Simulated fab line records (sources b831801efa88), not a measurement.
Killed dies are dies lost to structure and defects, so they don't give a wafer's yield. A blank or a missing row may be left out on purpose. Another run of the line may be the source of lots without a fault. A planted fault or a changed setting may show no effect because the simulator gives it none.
A lot that was struck, set against a sound lot | flow sky130 | 17 steps out of a route of 708
Sound: these wafers, L646.2, L646.4, L646.6. Wafers L651.1, L651.3, L651.6 were the ones struck. The cause is given at the end.
At each step with rows: each side's tool, then ch and its chambers, then its first start. Under that, the readings that differ: sound wafers | struck wafers | difference of the means | sigmas: that difference in standard deviations of wafers without a fault.
alike: readings with means less than 2 such deviations apart, plus words and numbers identical on both sides. not compared: withheld readings, readings lacking a value on some wafer, bounds such as >300 that could conceal the same value, and numbers that have no deviation in the record and whose values overlap.
Wherever a step has rows on one side only, a row that says differs or no value, or a row with sigmas, the two part there. Non-overlapping numbers with no deviation appear without sigmas and do not part them. Lack of a reading on every wafer of one side parts them only where that side has two or more wafers.

first, 4 steps without rows for these wafers: SKY_VT_ADJUST_LVTN_SOFTBAKE_03; SKY_VT_ADJUST_LVTN_EXPOSE_04 (exposes mask NWM COMPLEMENT LESS NATIVE, target cd 840 nm); SKY_VT_ADJUST_LVTN_PEB_05; SKY_VT_ADJUST_LVTN_DEVELOP_06 (develop time 60 s).
SKY_VT_ADJUST_LVTN_OVL_MEAS_07:
  sound: overlay-02 at day 6 22:58; struck: overlay-02 at day 8 12:00
  alike: VT_ADJUST_LVTN_OVL
next, for these wafers, 1 step has no rows: SKY_VT_ADJUST_LVTN_IMPLANT_08.
SKY_VT_ADJUST_LVTN_STRIP_09: strips in O2/N2.
  sound on plasma-asher-02 ch 0, day 6 23:09; struck on plasma-asher-02 ch 0, day 8 12:18
  alike: drypump-motor-current-A, oes-product-au, strip-time-to-endpoint-s
  not compared: rf-hours-counter-h
SKY_VT_ADJUST_LVTN_TW_MEAS_10:
  sound: film-metro-04 at day 6 23:16; struck: film-metro-03 at day 8 12:24
  alike: VT_ADJUST_LVTN_TW
then, 4 steps without rows for these wafers: SKY_VT_ADJUST_LVTN_DEHYDRATE_11 (time 60 s); SKY_VT_ADJUST_LVTN_HMDS_12 (prime time 60 s); SKY_VT_ADJUST_LVTN_COAT_13 (resist thk 1140 nm); SKY_VT_ADJUST_LVTN_SOFTBAKE_14 (time 60 s).
SKY_VT_ADJUST_LVTN_EXPOSE_15: exposes mask HVN STD DERIVED, target cd 600 nm.
  sound on iline-stepper-01 ch 0, day 7 09:06; struck on iline-stepper-01 ch 0, day 8 19:12
  reading                                | sound                | struck            | difference | sigmas
  model.VT_ADJUST_LVTN.overlay-x-nm (nm) | -0.681 -0.681 -0.681 | 244.7 244.7 244.7 | +245.4     |
  alike: mask, focus-offset-nm
then, 2 steps without rows for these wafers: SKY_VT_ADJUST_LVTN_PEB_16; SKY_VT_ADJUST_LVTN_DEVELOP_17 (develop time 60 s).
SKY_VT_ADJUST_LVTN_OVL_MEAS_18:
  sound: overlay-02 at day 7 18:22; struck: overlay-02 at day 9 06:59
  reading                    | sound         | struck            | difference | sigmas
  VT_ADJUST_LVTN_01_OVL (nm) | -0.1 1.1 -1.1 | 245.0 244.1 245.7 | +245.0     | +99 or more
  not compared: hold
SKY_PAD_OPEN_PROBE_99:
  the record has rows for the sound wafers here (prober-02, day 45 16:41) and none for the struck ones

== WHERE THEY PART ==
At SKY_VT_ADJUST_LVTN_OVL_MEAS_18 first; at SKY_PAD_OPEN_PROBE_99 last (within this record only).

WHY: what had been put in by the simulator
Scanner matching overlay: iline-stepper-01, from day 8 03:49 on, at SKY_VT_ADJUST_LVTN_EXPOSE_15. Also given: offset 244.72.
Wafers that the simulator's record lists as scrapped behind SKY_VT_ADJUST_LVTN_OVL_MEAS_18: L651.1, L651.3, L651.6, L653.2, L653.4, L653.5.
